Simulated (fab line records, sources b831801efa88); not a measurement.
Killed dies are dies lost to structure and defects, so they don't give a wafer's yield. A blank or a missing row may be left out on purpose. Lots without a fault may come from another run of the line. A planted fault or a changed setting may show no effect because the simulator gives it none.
A struck lot beside a sound one | flow sky130 | 14 steps out of a route of 708
Sound: wafers L863.2, L863.5, L863.6. Struck: wafers L875.1, L875.2, L875.4. The cause comes at the end.
At each step with rows: each side's tool, then ch and its chambers, then its first start. Under that, the readings that differ: sound wafers | struck wafers | difference of the means | sigmas: that difference in standard deviations of wafers without a fault.
alike: readings whose means differ by less than 2 such deviations, and words and numbers that are the same on both sides. not compared: withheld readings, readings that some wafer has no value for, bounds like >300 that may hide the same value, and numbers for which the record gives no deviation and whose values overlap.
The two part at a step that has a row with sigmas, a row that says differs or no value, or rows on one side only. Numbers that don't overlap but have no deviation are shown without sigmas and don't part them. A reading that every wafer of one side lacks parts them only if that side has two wafers or more.

SKY_PWDE_TW_MEAS_10:
  sound on film_metro-01, day 4 09:57; struck on film_metro-01, day 7 05:13
  alike: PWDE_TW
then, 7 steps without rows for these wafers: SKY_NWELL_DEHYDRATE_03 (time 60 s); SKY_NWELL_HMDS_04 (prime time 60 s); SKY_NWELL_COAT_05 (resist thk 3000 nm); SKY_NWELL_SOFTBAKE_06; SKY_NWELL_EXPOSE_07 (exposes mask NWM, target cd 840 nm); SKY_NWELL_PEB_08; SKY_NWELL_DEVELOP_09 (develop time 60 s).
SKY_NWELL_OVL_MEAS_10:
  sound on overlay-01, day 5 03:16; struck on overlay-01, day 8 00:30
  alike: NWELL_00_OVL
then, 3 steps without rows for these wafers: SKY_NWELL_IMPLANT_11; SKY_NWELL_IMPLANT_12; SKY_NWELL_IMPLANT_13.
SKY_NWELL_STRIP_14: strips in O2/N2.
  sound on plasma_asher-03 ch 0,1, day 5 03:44; struck on plasma_asher-01 ch 0,1, day 8 00:59
  reading               | sound             | struck            | difference | sigmas
  oes_product_au (a.u.) | 0.721 0.718 0.721 | 0.656 0.670 0.671 | -0.054     | -11
  overash_fraction      | 0.5 0.5 0.5       | 0.7 0.7 0.7       | +0.2       |
  alike: drypump_motor_current_A, strip_time_to_endpoint_s
  not compared: rf_hours_counter_h
SKY_NWELL_TW_MEAS_15:
  sound on film_metro-03, day 5 03:51; struck on film_metro-01, day 8 01:05
  alike: NWELL_TW

WHERE THEY PART
Only at SKY_NWELL_STRIP_14, within this record. Later steps at which nothing parts them and some readings are alike: SKY_NWELL_TW_MEAS_15.

WHY: what the simulator had put in
Process parameter drift: plasma_asher-01, from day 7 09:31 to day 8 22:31, at SKY_NWELL_STRIP_14. Setting overash_fraction, moved by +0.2, from 0.5. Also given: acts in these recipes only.
